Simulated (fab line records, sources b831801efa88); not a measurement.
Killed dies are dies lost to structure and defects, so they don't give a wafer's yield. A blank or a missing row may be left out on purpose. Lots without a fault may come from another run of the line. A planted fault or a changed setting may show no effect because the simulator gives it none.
Which tool did it? | flow gf180mcu | 10 lots, 30 wafers sampled, at 5 steps of a route of 602

WHAT THE GAUGES READ, wafer by wafer
GF_V3_THK_MEAS_25: measures by xrf. Usual: V3_W_THK 355 nm, standard deviation 6.3.
lot  | measured     | on            | V3_W_THK (nm) | flag
L486 | day 22 03:53 | film_metro-02 | 355 355 356   |
L489 | day 23 07:51 | film_metro-01 | 344 346 345   |
L490 | day 23 15:44 | film_metro-02 | 363 355 360   |
L498 | day 26 20:26 | film_metro-02 | 351 354 353   |
L500 | day 27 08:52 | film_metro-01 | 347 352 348   |
L501 | day 27 19:20 | film_metro-03 | 367 363 365   |
L502 | day 27 22:34 | film_metro-02 | 347 351 350   |
L504 | day 28 14:37 | film_metro-03 | 360 366 365   |
L505 | day 29 01:26 | film_metro-02 | 353 352 356   |
L509 | day 29 20:32 | film_metro-02 | 358 357 353   |

GF_M4_RS_MEAS_05: measures by four-point-probe. Usual: M4_ALCU_RS 0.0694 ohm/sq, standard deviation 0.00072.
lot  | measured     | on            | M4_ALCU_RS (ohm/sq)                       | flag
L486 | day 22 04:28 | film_metro-01 | 0.0699 0.0700 0.0693                      |
L489 | day 23 08:26 | film_metro-04 | 0.0709 0.0709 0.0710                      |
L490 | day 23 16:20 | film_metro-02 | 0.0699 0.0697 0.0691                      |
L498 | day 26 21:02 | film_metro-02 | 0.0532 0.0531 0.0527 0.0531 0.0529 0.0527 | OFF
L500 | day 27 09:26 | film_metro-01 | 0.0695 0.0527 0.0529 0.0695 0.0528 0.0529 | OFF
L501 | day 27 19:55 | film_metro-01 | 0.0695 0.0692 0.0690                      |
L502 | day 27 23:09 | film_metro-04 | 0.0684 0.0694 0.0693                      |
L504 | day 28 15:13 | film_metro-01 | 0.0683 0.0697 0.0687                      |
L505 | day 29 02:01 | film_metro-04 | 0.0696 0.0695 0.0698                      |
L509 | day 29 21:07 | film_metro-01 | 0.0710 0.0692 0.0704                      |

GF_M4_THK_MEAS_06: measures by xrf. Usual: M4_ALCU_THK 463 nm, standard deviation 5.3.
lot  | measured     | on            | M4_ALCU_THK (nm)        | flag
L486 | day 22 04:35 | film_metro-01 | 458 457 460             |
L489 | day 23 08:33 | film_metro-04 | 452 451 453             |
L490 | day 23 16:28 | film_metro-02 | 466 466 470             |
L498 | day 27 11:55 | film_metro-02 | 605 607 616 607 608 612 | OFF
L500 | day 27 12:20 | film_metro-01 | 463 607 605 462 609 607 | OFF
L501 | day 27 20:02 | film_metro-01 | 462 463 466             |
L502 | day 27 23:16 | film_metro-04 | 467 464 461             |
L504 | day 28 15:19 | film_metro-01 | 469 460 464             |
L505 | day 29 02:08 | film_metro-04 | 461 461 456             |
L509 | day 29 21:14 | film_metro-01 | 451 461 452             |

WHICH TOOL RAN EACH LOT (tool, then ch and the chambers of the sampled wafers, then the start)
lot  | GF_M2_METAL_ETCH_16               | GF_M4_SPUTTER_02
L486 | rie_metal-03 ch 0,1, day 18 23:29 | pvd_sputter-04, day 22 04:23
L489 | rie_metal-02 ch 0,1, day 20 04:07 | pvd_sputter-04, day 23 08:20
L490 | rie_metal-02 ch 0,1, day 20 13:25 | pvd_sputter-01, day 23 16:14
L498 | rie_metal-01 ch 0,1, day 23 20:45 | pvd_sputter-04, day 26 20:53
L500 | rie_metal-02 ch 0,1, day 24 12:49 | pvd_sputter-04, day 27 09:21
L501 | rie_metal-01 ch 0, day 24 22:22   | pvd_sputter-01, day 27 19:49
L502 | rie_metal-02 ch 0,1, day 25 03:49 | pvd_sputter-03, day 27 23:04
L504 | rie_metal-01 ch 0,1, day 25 21:37 | pvd_sputter-03, day 28 15:06
L505 | rie_metal-01 ch 0,1, day 26 08:03 | pvd_sputter-01, day 29 01:56
L509 | rie_metal-02 ch 0,1, day 27 05:40 | pvd_sputter-04, day 29 21:02
- GF_M2_METAL_ETCH_16: etches the open film in Cl2/BCl3, stops on SiO2, target depth 750.8 nm, time 125.1 s.
- GF_M4_SPUTTER_02: material AlCu, target thk 450 nm, time 23.9 s.

WHAT THE TOOLS THEMSELVES READ (means of the sampled wafers that have a number; where no wafer has one, the mark that the record gives instead)
GF_M2_METAL_ETCH_16. Usual: bcl3_flow_sccm 40.00 sccm, standard deviation 0.12; drypump_motor_current_A 5.7 A, standard deviation 0.5; oes_product_au 0.988 a.u., standard deviation 0.0067; throttle_valve_pct 28.232 %, standard deviation 0.01.
lot  | tool         | bcl3_flow_sccm (sccm) | drypump_motor_current_A (A) | oes_product_au (a.u.) | throttle_valve_pct (%) | flag
L486 | rie_metal-03 | 40.19                 | 5.4                         | 0.992                 | 28.233                 |
L489 | rie_metal-02 | 39.98                 | 5.2                         | 0.997                 | 28.223                 |
L490 | rie_metal-02 | 40.09                 | 5.2                         | 0.987                 | 28.229                 |
L498 | rie_metal-01 | 39.96                 | 6.1                         | 0.987                 | 28.237                 |
L500 | rie_metal-02 | 39.97                 | 5.2                         | 0.992                 | 28.226                 |
L501 | rie_metal-01 | 39.88                 | 6.3                         | 0.984                 | 28.230                 |
L502 | rie_metal-02 | 39.94                 | 5.6                         | 0.988                 | 28.231                 |
L504 | rie_metal-01 | 39.93                 | 6.0                         | 0.982                 | 28.237                 |
L505 | rie_metal-01 | 39.94                 | 6.0                         | 0.983                 | 28.236                 |
L509 | rie_metal-02 | 40.10                 | 5.3                         | 0.992                 | 28.230                 |

GF_M4_SPUTTER_02. Usual: throttle_valve_pct 30.3 %, standard deviation 0.65.
lot  | tool           | throttle_valve_pct (%) | flag
L486 | pvd_sputter-04 | 30.6                   |
L489 | pvd_sputter-04 | 30.7                   |
L490 | pvd_sputter-01 | 29.5                   |
L498 | pvd_sputter-04 | 30.6                   |
L500 | pvd_sputter-04 | 30.4                   |
L501 | pvd_sputter-01 | 30.3                   |
L502 | pvd_sputter-03 | 30.9                   |
L504 | pvd_sputter-03 | 30.4                   |
L505 | pvd_sputter-01 | 29.8                   |
L509 | pvd_sputter-04 | 30.5                   |

THE ANSWER, worked out from the rows above alone
Rule: a lot is off if the mean of its wafers that have a number lies more than 3 standard deviations from the usual mean. A lot without any number at a reading at which 4 lots or more have one is off too. The other lots that the step has rows for count as sound. The gauges are gone through in route order, then the tools' own readings, and for those a lot's mean is taken as printed above. The first step at which some lot is off is used, and at that step the reading that is off furthest; a lot without a number counts as furthest.
Off: L498, L500, at GF_M4_RS_MEAS_05 (M4_ALCU_RS).
A tool fits if, at a process step before that reading, it ran every lot that is off, and no sound lot after the first of them. The gauges at GF_M4_RS_MEAS_05 are tried like those tools. None of those tried fits.

WHAT THE SIMULATOR HAD PUT IN
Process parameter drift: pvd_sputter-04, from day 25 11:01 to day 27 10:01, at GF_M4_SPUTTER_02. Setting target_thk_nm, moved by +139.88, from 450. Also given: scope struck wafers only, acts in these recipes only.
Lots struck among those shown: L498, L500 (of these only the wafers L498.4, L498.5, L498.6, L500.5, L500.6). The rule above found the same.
